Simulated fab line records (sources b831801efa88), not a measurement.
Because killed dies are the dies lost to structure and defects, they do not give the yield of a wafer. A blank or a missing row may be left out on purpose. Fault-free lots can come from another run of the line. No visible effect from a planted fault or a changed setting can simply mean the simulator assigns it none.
What tool caused it? / flow sky130 / route of 708 steps, sampled at 1 step: 11 lots, 33 wafers

## WHAT EACH GAUGE READ, for each wafer
SKY_VIA2_BOW_MEAS_03. Usual: VIA2_BOW typically reads 86 um, with standard deviation 7.2.
lot=L191; measured=day 35 20:46; on=film_metro-02; VIA2_BOW (um)=97 92 95; flag=
lot=L192; measured=day 36 13:14; on=film_metro-02; VIA2_BOW (um)=99 98 95; flag=
lot=L194; measured=day 36 21:14; on=film_metro-02; VIA2_BOW (um)=89 80 91; flag=
lot=L195; measured=day 37 02:37; on=film_metro-02; VIA2_BOW (um)=90 95 81; flag=
lot=L196; measured=day 37 13:53; on=film_metro-02; VIA2_BOW (um)=79 86 83; flag=
lot=L197; measured=day 37 16:41; on=film_metro-02; VIA2_BOW (um)=80 84 94; flag=
lot=L203; measured=day 39 23:35; on=film_metro-01; VIA2_BOW (um)=88 86 79; flag=
lot=L205; measured=day 40 04:01; on=film_metro-04; VIA2_BOW (um)=75 69 76; flag=
lot=L206; measured=day 40 15:52; on=film_metro-02; VIA2_BOW (um)=97 77 96; flag=
lot=L209; measured=day 41 10:16; on=film_metro-01; VIA2_BOW (um)=100 92 73; flag=
lot=L212; measured=day 42 07:58; on=film_metro-02; VIA2_BOW (um)=85 92 93; flag=

## EACH LOT AND THE TOOL THAT RAN IT (in order: tool; ch and the chambers of the sampled wafers; start)
The record shows no process step preceding these readings.

## WHAT THE TOOLS THEMSELVES READ (means of the sampled wafers that have a number; where no wafer has one, the mark that the record gives instead)
The record holds no such reading with a usual standard deviation.

## THE ANSWER, worked out from the rows above alone
Rule: a lot counts as off when the mean over its wafers that have a number is more than 3 standard deviations away from the usual mean. A lot without any number at a reading at which 4 lots or more have one is off too. The other lots that the step has rows for count as sound. The gauges are gone through in route order, then the tools' own readings, and for those a lot's mean is taken as printed above. The first step at which some lot is off is used, and at that step the reading that is off furthest; a lot without a number counts as furthest.
Nothing can be told from this: no lot is off at any reading shown.

## WHAT WAS PUT IN BY THE SIMULATOR
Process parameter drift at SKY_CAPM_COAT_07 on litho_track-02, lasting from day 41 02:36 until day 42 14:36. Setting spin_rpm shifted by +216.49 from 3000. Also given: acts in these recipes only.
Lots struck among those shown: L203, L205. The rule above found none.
